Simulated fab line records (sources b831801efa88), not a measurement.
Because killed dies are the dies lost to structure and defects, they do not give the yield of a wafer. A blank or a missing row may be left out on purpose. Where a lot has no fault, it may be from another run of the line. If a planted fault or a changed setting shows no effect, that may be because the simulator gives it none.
A struck lot beside a sound one / flow gf180mcu / 30 out of 602 route steps
Sound: wafers L429.2, L429.4, L429.6. Struck: wafer L445.4 (left out: L445.3, a lot-mate that was not struck); the cause follows at the end.
Order at every step that has rows: each side's tool, ch and its chambers, its first start. Under that, the readings that differ: sound wafers / struck wafers / difference of the means / sigmas: that difference in standard deviations of wafers without a fault.
alike: a reading whose means differ by less than 2 such deviations, as well as words and numbers matching on both sides. not compared: withheld readings; readings where some wafer has no value; bounds like >300 that might hide an equal value; numbers whose values overlap and for which the record gives no deviation.
A row with sigmas, a row that says differs or no value, or rows on one side alone: a step with any of these is where the two part. When numbers do not overlap yet have no deviation, they are printed without sigmas and do not part them. A reading that every wafer of one side lacks parts them only if that side has two wafers or more.

first, 3 steps without rows for these wafers: GF_PSD_EXPOSE_04 (exposes mask Pplus, target cd 400 nm); GF_PSD_PEB_05; GF_PSD_DEVELOP_06 (develop time 60 s).
GF_PSD_CD_MEAS_07: the cd target is 400 nm.
  struck on cd sem-01, day 21 01:52; sound on cd sem-01, day 15 15:05
  alike: cd nm
GF_PSD_OVL_MEAS_08:
  struck on overlay-01, day 21 01:58; sound on overlay-02, day 15 15:12
  alike: PSD_OVL
after that, 1 step had no rows for these wafers: GF_PSD_IMPLANT_09.
GF_PSD_STRIP_10: strips in O2/N2.
  sound on plasma asher-02 ch 1, day 15 15:23; struck on plasma asher-03 ch 0, day 21 02:10
  alike: drypump motor current A, heater power w, oes product au, strip time to endpoint s
  not compared: rf hours counter h
GF_PSD_TW_MEAS_11:
  struck on film metro-04, day 21 02:16; sound on film metro-04, day 15 15:29
  alike: PSD_TW
then, 1 step without rows for these wafers: GF_PSD_CLEAN_12 (cleans in SC1/SC2, time 150 s).
GF_PSD_RTA_13: time 20 s.
  sound on rtp anneal-01 ch 0, day 15 15:37; struck on rtp anneal-02 ch 0, day 21 02:23
reading=lamp power pct (%); sound=34.3 34.3 34.3; struck=37.1; difference=+2.8; sigmas=+2
reading=wafer_temp_C_max; sound=1033.5 1030.4 1028.4; struck=1033.3; difference=+2.5; sigmas=+2
GF_PSD_RS_MEAS_14: the measuring method here is four-point-probe.
  struck on film metro-01, day 21 02:28; sound on film metro-04, day 15 15:42
  alike: NSD_RS
GF_PSD_RS_MEAS_15: the measuring method here is four-point-probe.
  struck on film metro-01, day 21 02:35; sound on film metro-04, day 15 15:49
  alike: PSD_RS
GF_SAB_CVD_00: deposits SiO2 from TEOS, target thk 50 nm, time 4.9302 s.
  sound on pecvd-03 ch 0,2, day 15 15:55; struck on pecvd-01 ch 0, day 21 02:40
reading=model.SiO2_of_SAB_CVD_00.thk nm (nm); sound=50.26 51.17 50.5; struck=38.94; difference=-11.70; sigmas=
  alike: heater power w
  not compared: susceptor temp C
GF_SAB_THK_MEAS_01:
  struck on film metro-04, day 21 02:43; sound on film metro-04, day 15 15:57
reading=SAB_CVD_00_THK (nm); sound=50.2 51.2 50.5; struck=38.9; difference=-11.7; sigmas=-15
then, 7 steps without rows for these wafers: GF_SAB_DEHYDRATE_02 (time 60 s); GF_SAB_HMDS_03 (prime time 60 s); GF_SAB_COAT_04 (resist thk 1000 nm); GF_SAB_SOFTBAKE_05 (time 60 s); GF_SAB_EXPOSE_06 (exposes mask SAB, target cd 420 nm); GF_SAB_PEB_07; GF_SAB_DEVELOP_08 (develop time 60 s).
GF_SAB_CD_MEAS_09: the cd target is 420 nm.
  struck on cd sem-01, day 22 02:49; sound on cd sem-01, day 16 13:38
  alike: cd nm
GF_SAB_OVL_MEAS_10:
  struck on overlay-02, day 22 02:54; sound on overlay-02, day 16 13:45
  alike: SAB_OVL
GF_SAB_ETCH_11: etches SiO2 in C4F8/O2/Ar, target depth 55 nm, time 8.5 s.
  sound on rie diel-04 ch 2,3, day 16 13:47; struck on rie diel-03 ch 3, day 22 02:55
  alike: oes product au
  not compared: rf hours counter h
then, 1 step without rows for these wafers: GF_SAB_WET_ETCH_12 (etches SiO2 in dHF, target depth 22 nm, time 440 s).
GF_SAB_STRIP_13: strips in O2/N2.
  sound on plasma asher-04 ch 0,1, day 16 13:56; struck on plasma asher-04 ch 0, day 22 03:07
  alike: drypump motor current A, heater power w, oes product au, strip time to endpoint s
  not compared: rf hours counter h
then, 1 step without rows for these wafers: GF_SALICIDE_CLEAN_00 (cleans in SC1/SC2, time 150 s).
GF_SALICIDE_WET_ETCH_01: etches SiO2 in dHF, target depth 5 nm, time 100 s.
  sound on wet bench-01 ch 0, day 16 14:05; struck on wet bench-03 ch 0, day 22 03:14
reading=model.SiO2_of_SAB_CVD_00.thk nm (nm); sound=39.63 40.48 39.88; struck=28.37; difference=-11.63; sigmas=
GF_SALICIDE_SPUTTER_02: material Co, target thk 10 nm, time 20 s.
  struck on pvd sputter-03, day 22 03:19; sound on pvd sputter-01, day 16 14:07
  alike: throttle valve pct
after that, 1 step had no rows for these wafers: GF_PASSIVATION_PROBE_99.

## WHERE THEY PART
Last at GF_SAB_THK_MEAS_01 as far as this record goes, first at GF_PSD_RTA_13. Later steps at which nothing parts them and some readings are alike: GF_SAB_CD_MEAS_09, GF_SAB_OVL_MEAS_10, GF_SAB_ETCH_11, GF_SAB_STRIP_13, GF_SALICIDE_SPUTTER_02.

WHY: what had been put in by the simulator
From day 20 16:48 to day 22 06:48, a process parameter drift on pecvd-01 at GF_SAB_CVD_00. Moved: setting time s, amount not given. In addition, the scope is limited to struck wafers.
